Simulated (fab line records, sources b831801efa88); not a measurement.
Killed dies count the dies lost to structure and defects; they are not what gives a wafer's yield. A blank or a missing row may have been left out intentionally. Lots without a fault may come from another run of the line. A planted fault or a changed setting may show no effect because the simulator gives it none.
One fault seen from 2 desks -- flow gf180mcu -- numbers are kept per desk, each desk with only its own; the story behind them comes last

FROM THE METROLOGY DESK
What the gauges read, lot by lot, whatever tool the lot ran on: means of the sampled wafers that have a number. A lot is out of limits, marked OUT, if its mean lies more than 4 standard deviations from the usual mean; the brackets give that distance.
Columns: A = cd_nm at GF_M4_CD_MEAS_14, usual 279.6 nm; B = V4_BOW at GF_V4_BOW_MEAS_05, usual 135 um
lot,first seen here,A,B
L366,day 23 12:09,279.4,132
L367,day 23 19:27,281.4,142
L369,day 24 12:20,281.0,136
L371,day 25 06:11,279.9,126
L372,day 25 15:43,281.3,132
L373,day 26 02:59,279.0,109
L374,day 26 08:23,279.0,133
L375,day 26 13:57,279.2,146
L376,day 26 21:49,280.1,127
L377,day 27 09:03,279.3,130
L378,day 27 14:07,278.9,128
L379,day 27 19:51,278.5,134
L383,day 29 05:01,279.5,135
L384,day 29 06:16,278.7,135
This desk found nothing out of limits on any of the 14 lots.

AT THE TOOL OWNER'S DESK: pvd_sputter-03
The tool's own readings at GF_MIM_SPUTTER_02 (material AlCu, target thk 450 nm, time 23.9 s): means of the sampled wafers that have a number, for each lot that ran on this tool. A lot is out of limits, marked OUT, if its mean lies more than 4 standard deviations from the usual mean; the brackets give that distance.
Columns: A = cathode_dc_power_W at GF_MIM_SPUTTER_02, usual 10600 W; B = chamber_pressure_pa at GF_MIM_SPUTTER_02, usual 0.3999 Pa; C = throttle_valve_pct at GF_MIM_SPUTTER_02, usual 29.6 %
lot,first seen here,A,B,C
L366,day 24 13:17,10600,0.4003,29.9
L375,day 27 12:26,10600,0.3995,30.5
L379,day 28 18:29,10601,0.3991,30.6
This desk found nothing out of limits on any of the 3 lots.

ALL TOGETHER
From the metrology desk's view, nothing was out of limits.
The tool owner's desk saw nothing out of limits.

WHAT THE SIMULATOR PUT IN
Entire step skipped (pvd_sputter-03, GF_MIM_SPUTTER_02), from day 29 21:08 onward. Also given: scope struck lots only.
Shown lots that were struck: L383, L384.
